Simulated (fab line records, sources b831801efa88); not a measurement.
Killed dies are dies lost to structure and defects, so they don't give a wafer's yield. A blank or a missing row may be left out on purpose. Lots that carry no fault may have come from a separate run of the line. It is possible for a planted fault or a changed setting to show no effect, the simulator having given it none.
One fault through the eyes of 2 desks	flow gf180mcu	each desk has only its own numbers; what lay behind them comes last

AT THE METROLOGY DESK
What the gauges read for every lot (on any tool): the sampled wafers with a number, averaged. Any lot whose mean is over 4 standard deviations away from the usual mean is out of limits and marked OUT; that distance is given in the brackets.
Columns: A = MVPSD_OVL at GF_MVPSD_OVL_MEAS_07, usual 0.5 nm; B = cd_nm at GF_HV_LDD_CD_MEAS_31, usual 399.8 nm
lot	first seen here	A	B
L955	day 4 23:22	0.5	396.9
L956	day 5 06:04	0.3	398.2
L957	day 5 14:16	1.6	399.4
L958	day 5 18:48	1.5	404.1
L961	day 6 14:27	-0.4	401.2
L962	day 6 19:34	0.8	398.8
L963	day 6 23:43	0.4	400.9
L973	day 9 12:34	1.8	401.8
L974	day 9 19:13	-0.0	400.8
L975	day 10 01:28	0.5	401.3
L977	day 10 14:58	-0.6	398.8
L978	day 10 16:52	0.6	396.0
This desk found nothing out of limits on any of the 12 lots.

TOOL OWNER'S DESK, wet_bench-04
The tool's own readings at GF_STI_WET_ETCH_27 (etches Si3N4 in H3PO4, target depth 160 nm, time 1825 s): means of the sampled wafers that have a number, for each lot that ran on this tool. Any lot whose mean is over 4 standard deviations away from the usual mean is out of limits and marked OUT; that distance is given in the brackets.
Columns: A = run_length_s at GF_STI_WET_ETCH_27, usual 1854 s
lot	first seen here	A
L955	day 2 04:01	1850
L961	day 3 12:01	2074 (+59) OUT
L962	day 3 16:55	2075 (+60) OUT
This desk's verdict: out of limits on L961, L962, starting with L961 at day 3 12:01 (run_length_s at GF_STI_WET_ETCH_27). L955: within limits.

ALL TOGETHER
An alarm could have come from the tool owner's desk at day 3 12:01, on L961, L962.
Nothing out of limits was seen by the metrology desk.
The metrology desk has L961, L962 on record, within its limits.
Every lot named ran GF_STI_WET_ETCH_27 on wet_bench-04.

WHAT HAD BEEN PUT IN BY THE SIMULATOR
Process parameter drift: wet_bench-04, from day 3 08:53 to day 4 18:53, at GF_STI_WET_ETCH_27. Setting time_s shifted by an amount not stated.
Shown lots that were struck: L961, L962.
Time in hours from fault onset to the first out-of-limits reading at each desk: the tool owner's desk, 3.
